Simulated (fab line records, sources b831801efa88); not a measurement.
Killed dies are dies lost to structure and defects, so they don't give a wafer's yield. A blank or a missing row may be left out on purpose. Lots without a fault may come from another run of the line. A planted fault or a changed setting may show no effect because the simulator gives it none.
Which tool did it? | flow sky130 | 14 lots, 42 wafers sampled, at 3 steps of a route of 708

WHAT THE GAUGES READ, wafer by wafer
The record holds no reading of a measuring or inspecting step that can be judged against a usual standard deviation.

WHICH TOOL RAN EACH LOT (tool, then ch and the chambers of the sampled wafers, then the start)
lot  | SKY_CONTACT_CMP_04            | SKY_CONTACT_ETCH_17                | SKY_PAD_OPEN_PROBE_99
L490 | cmp-02 ch 0,2, day 29 21:19   | rie_diel-04 ch 0,2,3, day 31 01:48 | -
L491 | cmp-02 ch 0,2, day 30 11:26   | rie_diel-04 ch 0,2,3, day 31 14:54 | -
L492 | cmp-01 ch 0,1,2, day 31 00:27 | rie_diel-04 ch 1,2, day 32 03:57   | -
L493 | cmp-02 ch 1,2, day 31 02:59   | rie_diel-03 ch 0,1,2, day 32 06:36 | -
L494 | cmp-02 ch 1,2,3, day 31 07:27 | rie_diel-03 ch 0,2,3, day 32 11:21 | -
L495 | cmp-02 ch 2,3, day 31 17:01   | rie_diel-04 ch 0,1, day 32 21:12   | -
L503 | cmp-01 ch 0,1,3, day 34 15:38 | rie_diel-03 ch 0,1, day 35 18:12   | -
L505 | cmp-01 ch 0,3, day 35 04:08   | rie_diel-04 ch 0,1, day 36 07:09   | prober-02, day 49 05:40
L506 | cmp-02 ch 0,1,3, day 35 11:38 | rie_diel-03 ch 0,1,2, day 36 14:34 | -
L508 | cmp-02 ch 1,2, day 37 08:02   | rie_diel-04 ch 0,3, day 38 10:41   | -
L510 | cmp-01 ch 0,1,2, day 37 11:40 | rie_diel-04 ch 0,1,2, day 38 13:54 | prober-02, day 50 19:01
L509 | cmp-01 ch 0,2,3, day 37 15:04 | rie_diel-03 ch 0,1,2, day 38 17:12 | -
L512 | cmp-01 ch 1,3, day 37 15:43   | rie_diel-01 ch 0,2, day 38 17:36   | -
L513 | cmp-02 ch 0,1,2, day 37 16:30 | rie_diel-03 ch 0,1,2, day 38 19:39 | -
- SKY_CONTACT_CMP_04: polishes SiO2.
- SKY_CONTACT_ETCH_17: etches SiO2 in C4F8/O2/Ar, stops on Si3N4, target depth 340 nm.
- SKY_PAD_OPEN_PROBE_99

WHAT THE TOOLS THEMSELVES READ (means of the sampled wafers that have a number; where no wafer has one, the mark that the record gives instead)
SKY_CONTACT_CMP_04. Usual: motor_current_A 12.1 A, standard deviation 1.1; slurry_flow_ml_min 150.0, standard deviation 0.45; time_to_endpoint_s 81 s, standard deviation 5.9.
lot  | tool   | motor_current_A (A) | slurry_flow_ml_min | time_to_endpoint_s (s) | flag
L490 | cmp-02 | 12.2                | 149.9              | 77                     |
L491 | cmp-02 | 12.4                | 150.3              | 80                     |
L492 | cmp-01 | 12.9                | 150.1              | 83                     |
L493 | cmp-02 | 11.5                | 150.0              | 80                     |
L494 | cmp-02 | 11.1                | 150.1              | 81                     |
L495 | cmp-02 | 10.9                | 149.6              | 83                     |
L503 | cmp-01 | 12.9                | 150.0              | 81                     |
L505 | cmp-01 | 13.5                | 150.5              | 84                     |
L506 | cmp-02 | 11.8                | 149.7              | 78                     |
L508 | cmp-02 | 11.5                | 149.8              | 78                     |
L510 | cmp-01 | 12.3                | 149.7              | 86                     |
L509 | cmp-01 | 12.7                | 149.7              | 88                     |
L512 | cmp-01 | 12.7                | 149.8              | 87                     |
L513 | cmp-02 | 11.9                | 150.0              | 75                     |

SKY_CONTACT_ETCH_17. Usual: oes_product_au 0.891 a.u., standard deviation 0.005.
lot  | tool        | oes_product_au (a.u.) | flag
L490 | rie_diel-04 | 0.891                 |
L491 | rie_diel-04 | 0.892                 |
L492 | rie_diel-04 | 0.890                 |
L493 | rie_diel-03 | 0.898                 |
L494 | rie_diel-03 | 0.870                 | OFF
L495 | rie_diel-04 | 0.853                 | OFF
L503 | rie_diel-03 | 0.893                 |
L505 | rie_diel-04 | 0.893                 |
L506 | rie_diel-03 | 0.893                 |
L508 | rie_diel-04 | 0.893                 |
L510 | rie_diel-04 | 0.892                 |
L509 | rie_diel-03 | 0.892                 |
L512 | rie_diel-01 | 0.894                 |
L513 | rie_diel-03 | 0.896                 |

SKY_PAD_OPEN_PROBE_99. Usual: killed_at_M0_to_M3 44, standard deviation 7.1; killed_at_M4_up 3.1, standard deviation 1.8; killed_at_contacts 24, standard deviation 5.3; killed_at_front_end 15, standard deviation 4.5; killed_at_other 0.2, standard deviation 0.42; killed_dies 86, standard deviation 9.6; killed_open 46, standard deviation 6.9; killed_short 40, standard deviation 6.4.
lot  | tool      | killed_at_M0_to_M3 | killed_at_M4_up | killed_at_contacts | killed_at_front_end | killed_at_other | killed_dies | killed_open | killed_short | flag
L505 | prober-02 | 48                 | 3.0             | 19                 | 15                  | 0.7             | 85          | 40          | 45           |
L510 | prober-02 | 40                 | 5.0             | 27                 | 16                  | 0.3             | 88          | 48          | 40           |

THE ANSWER, worked out from the rows above alone
Rule: a lot is off if the mean of its wafers that have a number lies more than 3 standard deviations from the usual mean. A lot without any number at a reading at which 4 lots or more have one is off too. The other lots that the step has rows for count as sound. The gauges are gone through in route order, then the tools' own readings, and for those a lot's mean is taken as printed above. The first step at which some lot is off is used, and at that step the reading that is off furthest; a lot without a number counts as furthest.
Off: L494, L495, at SKY_CONTACT_ETCH_17 (oes_product_au).
A tool fits if, at that step or a process step before it, it ran every lot that is off, and no sound lot after the first of them. None of those tried fits.

WHAT THE SIMULATOR HAD PUT IN
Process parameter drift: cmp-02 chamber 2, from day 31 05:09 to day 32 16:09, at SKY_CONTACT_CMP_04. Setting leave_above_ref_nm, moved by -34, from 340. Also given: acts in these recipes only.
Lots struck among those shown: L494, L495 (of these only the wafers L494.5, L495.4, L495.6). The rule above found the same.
